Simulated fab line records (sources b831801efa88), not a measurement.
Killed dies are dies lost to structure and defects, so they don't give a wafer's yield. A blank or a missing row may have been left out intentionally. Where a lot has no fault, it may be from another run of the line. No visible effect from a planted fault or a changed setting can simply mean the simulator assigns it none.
A lot that was struck, set against a sound lot | flow sky130 | 15 steps out of a route of 708
Sound: the wafers L995.2, L995.3, L995.5. Struck: wafers L108.2, L108.3, L108.4. Last of all comes the cause.
Order at every step that has rows: each side's tool, ch and its chambers, its first start. Under that, the readings that differ: sound wafers | struck wafers | difference of the means | sigmas: that difference in standard deviations of wafers without a fault.
alike: words and numbers the same on both sides, and readings whose means are apart by under 2 such deviations; not compared: readings that were withheld, readings missing a value for some wafer, numbers with overlapping values and no deviation given by the record, and bounds like >300 which may hide the same value.
Wherever a step has rows on one side only, a row that says differs or no value, or a row with sigmas, the two part there. When numbers do not overlap yet have no deviation, they are printed without sigmas and do not part them. A reading that every wafer of one side lacks parts them only if that side has two wafers or more.

first, 7 steps without rows for these wafers: SKY_LDD_LDN_DEHYDRATE_00 (time 60 s); SKY_LDD_LDN_HMDS_01 (prime time 60 s); SKY_LDD_LDN_COAT_02 (resist thk 1140 nm); SKY_LDD_LDN_SOFTBAKE_03 (time 60 s); SKY_LDD_LDN_EXPOSE_04 (exposes mask LDNTM, target cd 700 nm); SKY_LDD_LDN_PEB_05; SKY_LDD_LDN_DEVELOP_06 (develop time 60 s).
SKY_LDD_LDN_OVL_MEAS_07:
  struck on overlay-01, day 28 19:34; sound on overlay-01, day 24 12:22
  alike: LDD_LDN_OVL
then, 4 steps without rows for these wafers: SKY_LDD_LDN_IMPLANT_08; SKY_LDD_LDN_IMPLANT_09; SKY_LDD_LDN_IMPLANT_10; SKY_LDD_LDN_IMPLANT_11.
SKY_LDD_LDN_STRIP_12: strips in O2/N2.
  sound on plasmaAsher-01 ch 0, day 24 13:00; struck on plasmaAsher-02 ch 0,1, day 28 20:11
  no value came back on the struck wafers for chamberPressureMTorr (mTorr), drypumpMotorCurrentA (A), oesProductAu (a.u.), stripTimeToEndpointS (s); on the sound wafers chamberPressureMTorr (mTorr) reads 1501.6 1501.0 1501.0
reading                                     | sound | struck         | difference | sigmas
model.NOVOLAK_of_LDD_LDN_COAT_02.thkNm (nm) | 0 0 0 | 1141 1140 1141 | +1141      | 
  not compared: rfHoursCounterH
SKY_LDD_LDN_TW_MEAS_13:
  struck on filmMetro-01, day 28 20:18; sound on filmMetro-04, day 24 13:07
  alike: LDD_LDN_TW
-- here the record skips 21 days between the struck wafers' starts before and after, leaving off in module LDD_LDN and picking up in module PAD_OPEN (first step shown: number 708 of the route) --
SKY_PAD_OPEN_PROBE_99:
  struck on prober-02, day 50 01:22; sound on prober-01, day 47 05:55
reading          | sound     | struck      | difference | sigmas
killedAtFrontEnd | 12 13 21  | 427 414 416 | +404       | +90
killedDies       | 93 100 79 | 492 492 492 | +401       | +43
killedOnRim      | 19 11 17  | 96 96 96    | +80        | +20
  alike: killed_at_M0_to_M3, killed_at_M4_up, killedAtContacts, killedAtOther, killedOpen, killedShort

WHERE THEY PART
At SKY_LDD_LDN_STRIP_12 first; at SKY_PAD_OPEN_PROBE_99 last (within this record only).

WHY: what the simulator had put in
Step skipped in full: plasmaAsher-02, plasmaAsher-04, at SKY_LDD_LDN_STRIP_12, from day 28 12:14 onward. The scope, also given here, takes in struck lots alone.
